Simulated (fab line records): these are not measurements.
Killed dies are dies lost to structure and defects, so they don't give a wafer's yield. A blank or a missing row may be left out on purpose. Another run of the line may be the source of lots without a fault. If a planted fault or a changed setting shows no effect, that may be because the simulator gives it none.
A lot that was struck, set against a sound lot / flow gf180mcu / 15 out of 602 route steps
Sound: the wafers L312.1, L312.2, L312.5. Struck: wafer L320.4 (left out: L320.2, L320.6 of the same lot, which were not struck); the cause appears at the end.
At each step with rows: each side's tool, then ch and its chambers, then its first start. Under that, the readings that differ: sound wafers / struck wafers / difference of the means / sigmas: that difference in standard deviations of wafers without a fault.
alike: readings with means less than 2 such deviations apart, plus words and numbers identical on both sides. not compared: withheld readings, readings lacking a value on some wafer, bounds such as >300 that could conceal the same value, and numbers that have no deviation in the record and whose values overlap.
Wherever a step has rows on one side only, a row that says differs or no value, or a row with sigmas, the two part there. Numbers that don't overlap but have no deviation are shown without sigmas and don't part them. A reading that every wafer of one side lacks parts them only if that side has two wafers or more.

first, 4 steps without rows for these wafers: GF_V1_SOFTBAKE_10 (time 60 s); GF_V1_EXPOSE_11 (exposes mask Via1, target cd 260 nm); GF_V1_PEB_12 (peb time 90 s); GF_V1_DEVELOP_13 (develop time 60 s).
GF_V1_CD_MEAS_14 targets a cd of 260 nm.
  sound: cd-sem-02 at day 20 07:04; struck: cd-sem-02 at day 23 08:38
  alike: cd-nm
GF_V1_OVL_MEAS_15:
  sound: overlay-02 at day 20 07:11; struck: overlay-02 at day 23 08:44
  alike: V1_OVL
GF_V1_ETCH_16: etches BARC in N2/H2.
  sound on rie-diel-01 ch 0,1, day 20 07:13; struck on rie-diel-03 ch 0, day 23 08:46
  alike: drypump-motor-current-A, oes-product-au, throttle-valve-pct
GF_V1_ETCH_17: etches SiO2 in C4F8/O2/Ar, stops on TiN, target depth 630 nm.
  sound on rie-diel-01 ch 0,1; struck on rie-diel-03 ch 0
  alike: oes-product-au
GF_V1_STRIP_18: strips in O2/N2.
  sound on plasma-asher-02 ch 0,1, day 20 07:21; struck on plasma-asher-02 ch 0, day 23 08:53
  alike: drypump-motor-current-A, heater-power-w, oes-product-au
  not compared: rf-hours-counter-h
then, 2 steps without rows for these wafers: GF_V1_STRIP_19 (strips in post etch residue remover, time 1200 s); GF_V1_CLEAN_20 (cleans in DIW).
GF_V1_SPUTTER_21: material Ti, target thk 15 nm, time 80.02 s.
  sound: pvd-sputter-03 at day 20 07:53; struck: pvd-sputter-03 at day 23 09:26
  alike: throttle-valve-pct
GF_V1_SPUTTER_22: material TiN, target thk 10 nm, time 40 s.
  sound: pvd-sputter-03 at day 20 07:56; struck: pvd-sputter-03 at day 23 09:30
reading=model.TiN_of_V1_SPUTTER_22.thk-nm (nm); sound=10.13 10.03 10.2; struck=11.16; difference=+1.04; sigmas=
  alike: throttle-valve-pct
GF_V1_CVD_23: deposits W, target thk 350 nm, time 105.05 s.
  sound on cvd-w-02 ch 0,1, day 20 07:59; struck on cvd-w-02 ch 0, day 23 09:32
  alike: heater-power-outer-w, heater-power-w
GF_PASSIVATION_PROBE_99:
  sound wafers here have rows in the record (prober-02, day 30 18:42); struck ones have none

== WHERE THEY PART ==
Only at GF_PASSIVATION_PROBE_99, as far as this record shows.

WHY: whatever the simulator had introduced
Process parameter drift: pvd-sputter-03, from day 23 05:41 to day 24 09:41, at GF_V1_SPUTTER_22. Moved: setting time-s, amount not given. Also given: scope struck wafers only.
